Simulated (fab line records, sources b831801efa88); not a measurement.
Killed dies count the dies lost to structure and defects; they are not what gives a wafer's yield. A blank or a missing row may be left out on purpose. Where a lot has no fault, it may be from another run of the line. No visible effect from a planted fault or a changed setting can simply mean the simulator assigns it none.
fab line records -- flow gf180mcu
[record] lots = 13, wafers = 39, last_day = 34
route steps=602 shown V3@434 M4@467
lots with no fault: from the same line, run without faults
start_h: hours from the record's first day to the start of the lot's first wafer shown -- wait_h: how many hours have passed since the lot's step before this one -- " unchanged from the row above -- L1.1+2: several wafers, shown together as one row -- - no value, or no start was given -- * or withheld: withheld -- < > ~ a bound
route shown NAME@n: names a module that has steps shown in the file, with the first one's number in the route -- usual: the fault-free wafers' mean and standard deviation -- same: alike in all rows -- chamber/n: place in a boat -- sites: per-site readings -- _std_site: how widely they spread, as a standard deviation -- _edge_site: inner sites' mean taken away from outer sites' mean -- radius_mm: how far each site lies from the wafer's centre -- mask NAME#n: copy n -- behind: the most recent tool/chamber to have shaped the wafer -- hold: why the lot went on hold/how many hours it stayed there/how the hold came to an end -- device: transistor that didn't switch, given as n, p or np -- end of line: at the end of the route, the tests of the same wafers -- step lacking rows: just its recipe -- killed: the dies lost at the first sort to structure and to defects; this is not the yield of the wafer -- map: a wafer's dies, x killed, . not, _ none there
set.NAME: the setting as run; set.NAME@STEP: as run at that earlier step -- model.NAME: the simulator's own value behind a step, which no gauge read
steps of the route over a sample of lots; a table a step, a row a wafer
services: the hour from which a tool's chamber was out of use, counted from the record's first day as start_h (under 0 if before that day), plus the number of hours and why
[[steps]]
[step GF_V3_BOW_MEAS_05]
[recipe] mode = bow
[usual] V3_BOW = 120/9.2
lot.wafer,tool,chamber,start_h,wait_h,V3_BOW[um]
L418.1,film_metro-03,-,508.01,0.1,133
L418.2,film_metro-03,-,508.01,0.1,131
L418.6,film_metro-03,-,508.01,0.1,128
L419.1,film_metro-02,-,523.03,0.1,125
L419.2,film_metro-02,-,523.03,0.1,114
L419.4,film_metro-02,-,523.03,0.1,124
L422.3,film_metro-01,-,541.87,0.2,110
L422.4,film_metro-01,-,541.87,0.2,124
L422.6,film_metro-01,-,541.87,0.2,111
L423.1,film_metro-01,-,551.69,0.1,124
L423.4,film_metro-01,-,551.69,0.1,117
L423.6,film_metro-01,-,551.69,0.1,108
L424.2,film_metro-02,-,558.59,0.1,123
L424.3,film_metro-02,-,558.59,0.1,126
L424.5,film_metro-02,-,558.59,0.1,124
L425.3,film_metro-02,-,565.71,0.1,109
L425.5,film_metro-02,-,565.71,0.1,119
L425.6,film_metro-02,-,565.71,0.1,110
L427.3,film_metro-02,-,581.58,0.2,131
L427.5,film_metro-02,-,581.58,0.2,118
L427.6,film_metro-02,-,581.58,0.2,136
L428.2,film_metro-03,-,587.65,0.1,138
L428.5,film_metro-03,-,587.65,0.1,135
L428.6,film_metro-03,-,587.65,0.1,144
L429.2,film_metro-03,-,593.36,0.2,114
L429.4,film_metro-03,-,593.36,0.2,122
L429.6,film_metro-03,-,593.36,0.2,125
L430.2,film_metro-02,-,609.40,0.2,115
L430.3,film_metro-02,-,609.40,0.2,119
L430.6,film_metro-02,-,609.40,0.2,117
L432.1,film_metro-03,-,622.33,0.2,113
L432.2,film_metro-03,-,622.33,0.2,106
L432.3,film_metro-03,-,622.33,0.2,107
L434.1,film_metro-03,-,634.83,0.2,110
L434.2,film_metro-03,-,634.83,0.2,118
L434.5,film_metro-03,-,634.83,0.2,118
L439.4,film_metro-01,-,673.14,0.3,106
L439.5,film_metro-01,-,673.14,0.3,105
L439.6,film_metro-01,-,673.14,0.3,101
[step GF_M4_EXPOSE_11]
[recipe] mask_id = Metal4, target_cd_nm = 280, na = 0.68, source_shape = conventional, sigma_outer = 0.6, dose_mj = 28
[usual] exposure_dose_mJ_cm2 = 28.002/0.026, stage_vel_mm_s = 499.95/0.24
[same] na = 0.68
lot.wafer,tool,chamber,start_h,wait_h,mask,exposure_dose_mJ_cm2,stage_vel_mm_s
L418.1,krf_scanner-02,0,544.39,-,Metal4#0,28.020,499.95
L418.2,krf_scanner-02,0,544.39,-,Metal4#0,28.004,500.18
L418.6,krf_scanner-02,0,544.39,-,Metal4#0,27.987,499.95
L419.1,krf_scanner-01,0,558.36,-,Metal4#0,27.990,500.11
L419.2,krf_scanner-01,0,558.36,-,Metal4#0,27.995,499.86
L419.4,krf_scanner-01,0,558.36,-,Metal4#0,27.987,499.80
L422.3,krf_scanner-02,0,577.22,-,Metal4#0,28.022,499.56
L422.4,krf_scanner-02,0,577.22,-,Metal4#0,27.970,499.53
L422.6,krf_scanner-02,0,577.22,-,Metal4#0,28.004,499.63
L423.1,krf_scanner-01,0,586.21,-,Metal4#0,28.545,499.96
L423.4,krf_scanner-01,0,586.21,-,Metal4#0,28.565,499.98
L423.6,krf_scanner-01,0,586.21,-,Metal4#0,28.554,500.03
L424.2,krf_scanner-01,0,593.86,-,Metal4#0,28.560,500.11
L424.3,krf_scanner-01,0,593.86,-,Metal4#0,28.567,500.38
L424.5,krf_scanner-01,0,593.86,-,Metal4#0,28.566,500.30
L425.3,krf_scanner-02,0,599.20,-,Metal4#0,27.967,499.94
L425.5,krf_scanner-02,0,599.20,-,Metal4#0,27.943,499.97
L425.6,krf_scanner-02,0,599.20,-,Metal4#0,27.948,500.38
L427.3,krf_scanner-01,0,615.10,-,Metal4#0,28.339,500.02
L427.5,krf_scanner-01,0,615.10,-,Metal4#0,28.284,499.59
L427.6,krf_scanner-01,0,615.10,-,Metal4#0,28.369,499.94
L428.2,krf_scanner-01,0,620.17,-,Metal4#0,28.363,499.90
L428.5,krf_scanner-01,0,620.17,-,Metal4#0,28.354,499.91
L428.6,krf_scanner-01,0,620.17,-,Metal4#0,28.332,499.84
L429.2,krf_scanner-02,0,626.10,-,Metal4#0,27.974,499.82
L429.4,krf_scanner-02,0,626.10,-,Metal4#0,28.005,499.86
L429.6,krf_scanner-02,0,626.10,-,Metal4#0,27.998,499.76
L430.2,krf_scanner-02,0,641.35,-,Metal4#0,28.020,500.37
L430.3,krf_scanner-02,0,641.35,-,Metal4#0,27.989,500.00
L430.6,krf_scanner-02,0,641.35,-,Metal4#0,28.033,500.38
L432.1,krf_scanner-02,0,654.63,-,Metal4#0,28.064,499.60
L432.2,krf_scanner-02,0,654.63,-,Metal4#0,28.008,499.76
L432.3,krf_scanner-02,0,654.63,-,Metal4#0,28.015,500.25
L434.1,krf_scanner-02,0,666.01,-,Metal4#0,27.992,500.02
L434.2,krf_scanner-02,0,666.01,-,Metal4#0,27.987,500.29
L434.5,krf_scanner-02,0,666.01,-,Metal4#0,27.990,500.11
L439.4,krf_scanner-02,0,701.42,-,Metal4#0,28.022,500.00
L439.5,krf_scanner-02,0,701.42,-,Metal4#0,28.037,500.32
L439.6,krf_scanner-02,0,701.42,-,Metal4#0,28.001,499.98
[step GF_M4_OVL_MEAS_15]
[usual] M4_OVL = 1/5.2
lot.wafer,tool,chamber,start_h,wait_h,M4_OVL[nm]
L418.1,overlay-02,-,554.87,0.1,-2
L418.2,overlay-02,-,554.87,0.1,7
L418.6,overlay-02,-,554.87,0.1,6
L419.1,overlay-01,-,569.97,0.1,-11
L419.2,overlay-01,-,569.97,0.1,2
L419.4,overlay-01,-,569.97,0.1,-3
L422.3,overlay-01,-,587.76,0.1,6
L422.4,overlay-01,-,587.76,0.1,0
L422.6,overlay-01,-,587.76,0.1,1
L423.1,overlay-02,-,597.25,0.1,0
L423.4,overlay-02,-,597.25,0.1,2
L423.6,overlay-02,-,597.25,0.1,3
L424.2,overlay-01,-,603.93,0.1,6
L424.3,overlay-01,-,603.93,0.1,-2
L424.5,overlay-01,-,603.93,0.1,4
L425.3,overlay-01,-,609.71,0.1,14
L425.5,overlay-01,-,609.71,0.1,14
L425.6,overlay-01,-,609.71,0.1,3
L427.3,overlay-02,-,624.86,0.1,1
L427.5,overlay-02,-,624.86,0.1,3
L427.6,overlay-02,-,624.86,0.1,0
L428.2,overlay-01,-,629.76,0.1,5
L428.5,overlay-01,-,629.76,0.1,8
L428.6,overlay-01,-,629.76,0.1,1
L429.2,overlay-01,-,636.21,0.1,4
L429.4,overlay-01,-,636.21,0.1,3
L429.6,overlay-01,-,636.21,0.1,2
L430.2,overlay-02,-,650.40,0.1,6
L430.3,overlay-02,-,650.40,0.1,-1
L430.6,overlay-02,-,650.40,0.1,-2
L432.1,overlay-02,-,669.30,0.1,-2
L432.2,overlay-02,-,669.30,0.1,0
L432.3,overlay-02,-,669.30,0.1,-3
L434.1,overlay-01,-,674.45,0.1,-1
L434.2,overlay-01,-,674.45,0.1,7
L434.5,overlay-01,-,674.45,0.1,0
L439.4,overlay-01,-,711.12,0.1,-2
L439.5,overlay-01,-,711.12,0.1,-9
L439.6,overlay-01,-,711.12,0.1,-3
[step GF_M4_STRIP_17]
[recipe] chemistry = O2/N2, power_w = 1400, pressure_mtorr = 1500, platen_temp_c = 250, o2_flow_sccm = 3000, n2_flow_sccm = 300, overash_fraction = 0.5
[usual] drypump_motor_current_A = 5.8/0.32, heater_power_w = 360/33, oes_product_au = 0.557/0.0046, strip_time_to_endpoint_s = 7.86/0.041
[same] overash_fraction = 0.5
lot.wafer,tool,chamber,start_h,wait_h,drypump_motor_current_A,heater_power_w,oes_product_au,rf_hours_counter_h,strip_time_to_endpoint_s
L418.1,plasma_asher-04,1,555.02,0.1,6.1,332,0.557,91,7.86
L418.2,plasma_asher-04,0,555.02,0.1,5.9,341,0.561,91,7.89
L418.6,plasma_asher-04,1,555.02,0.1,6.1,333,0.560,-,7.85
L419.1,plasma_asher-02,0,570.12,0.1,6.0,348,0.551,15,7.82
L419.2,plasma_asher-02,1,570.12,0.1,5.6,411,0.551,15,7.85
L419.4,plasma_asher-02,1,570.12,0.1,5.6,412,0.560,-,7.85
L422.3,plasma_asher-04,1,587.93,0.1,6.1,330,0.558,-,7.85
L422.4,plasma_asher-04,0,587.93,0.1,5.9,337,0.553,-,7.84
L422.6,plasma_asher-04,0,587.93,0.1,5.9,347,0.561,-,7.87
L423.1,plasma_asher-04,1,597.51,0.2,6.1,330,0.563,96,7.94
L423.4,plasma_asher-04,0,597.51,0.2,5.9,339,0.560,-,7.92
L423.6,plasma_asher-04,1,597.51,0.2,6.0,323,0.564,-,7.94
L424.2,plasma_asher-04,0,604.07,0.1,5.9,330,0.551,97,7.80
L424.3,plasma_asher-04,0,604.07,0.1,5.9,339,0.557,-,7.83
L424.5,plasma_asher-04,1,604.07,0.1,6.1,329,0.555,-,7.84
L425.3,plasma_asher-03,1,609.88,0.1,6.0,361,0.551,-,7.85
L425.5,plasma_asher-03,0,609.88,0.1,5.1,406,0.552,-,7.79
L425.6,plasma_asher-03,1,609.88,0.1,5.9,364,0.553,-,7.83
L427.3,plasma_asher-04,0,625.03,0.1,5.9,338,0.557,-,7.97
L427.5,plasma_asher-04,0,625.03,0.1,6.0,338,0.569,-,7.96
L427.6,plasma_asher-04,1,625.03,0.1,6.1,328,0.561,-,7.91
L428.2,plasma_asher-02,1,629.90,0.1,5.6,419,0.564,22,7.86
L428.5,plasma_asher-02,1,629.90,0.1,5.6,410,0.552,-,7.85
L428.6,plasma_asher-02,0,629.90,0.1,6.0,327,0.553,-,7.91
L429.2,plasma_asher-04,0,636.35,0.1,5.9,334,0.553,101,7.88
L429.4,plasma_asher-04,0,636.35,0.1,5.9,340,0.556,-,7.86
L429.6,plasma_asher-04,1,636.35,0.1,6.1,330,0.556,-,7.85
L430.2,plasma_asher-03,1,650.54,0.1,5.9,357,0.549,54,7.85
L430.3,plasma_asher-03,1,650.54,0.1,5.9,361,0.557,-,7.88
L430.6,plasma_asher-03,1,650.54,0.1,5.9,360,0.555,-,7.84
L432.1,plasma_asher-04,0,669.45,0.1,5.9,341,0.559,104,7.81
L432.2,plasma_asher-04,1,669.45,0.1,6.1,329,0.550,104,7.84
L432.3,plasma_asher-04,1,669.45,0.1,6.1,333,0.554,-,7.81
L434.1,plasma_asher-03,1,674.79,0.2,5.9,360,0.554,57,7.84
L434.2,plasma_asher-03,0,674.79,0.2,5.1,404,0.555,57,7.85
L434.5,plasma_asher-03,1,674.79,0.2,5.9,359,0.562,-,7.80
L439.4,plasma_asher-02,0,711.40,0.1,6.1,335,0.561,-,7.90
L439.5,plasma_asher-02,1,711.40,0.1,5.6,422,0.556,-,7.90
L439.6,plasma_asher-02,0,711.40,0.1,6.1,339,0.562,-,7.92
[[services]]
tool,chamber,start_h,hours,kind
krf_scanner-01,-,531.47,4.4,pm
krf_scanner-02,-,541.77,1.3,pm
plasma_asher-03,-,564.79,24.4,repair
krf_scanner-01,-,573.11,0.6,repair
plasma_asher-02,-,587.21,10.3,repair
krf_scanner-01,-,594.76,0.6,repair
plasma_asher-02,-,600.36,2.2,repair
plasma_asher-03,-,603.25,4.9,repair
krf_scanner-01,-,621.56,1.0,pm
krf_scanner-01,-,623.88,0.8,pm
krf_scanner-01,-,632.64,2.2,repair
krf_scanner-01,-,634.50,2.2,repair
plasma_asher-02,-,634.87,2.8,pm
krf_scanner-01,-,659.47,1.3,pm
krf_scanner-02,-,676.69,1.0,pm
krf_scanner-01,-,708.01,0.2,repair
[[key]]
[first_sign] step = GF_M4_EXPOSE_11, reading = exposure_dose_mJ_cm2, direction = up, sigmas = 17, usual = 28.002, struck = 28.450
effect none on later readings
met_at GF_M4_EXPOSE_11
struck_lots L423,L424,L427,L428
[loop_trim] step = GF_M4_EXPOSE_11, setting = dose, lots = L427,L428
not_acting_at GF_V3_BOW_MEAS_05,GF_M4_OVL_MEAS_15,GF_M4_STRIP_17
onset_between 558.36 586.21
[fault] kind = process_parameter_drift, tool = krf_scanner-01, chamber = -, onset_h = 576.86, steps = GF_M4_EXPOSE_11, channel = dose_mj, offset = 0.54204, shape = step, acts_in = these_recipes_only, stated = 28
// loop_trim: a control loop set the setting to another value than it would have without faults
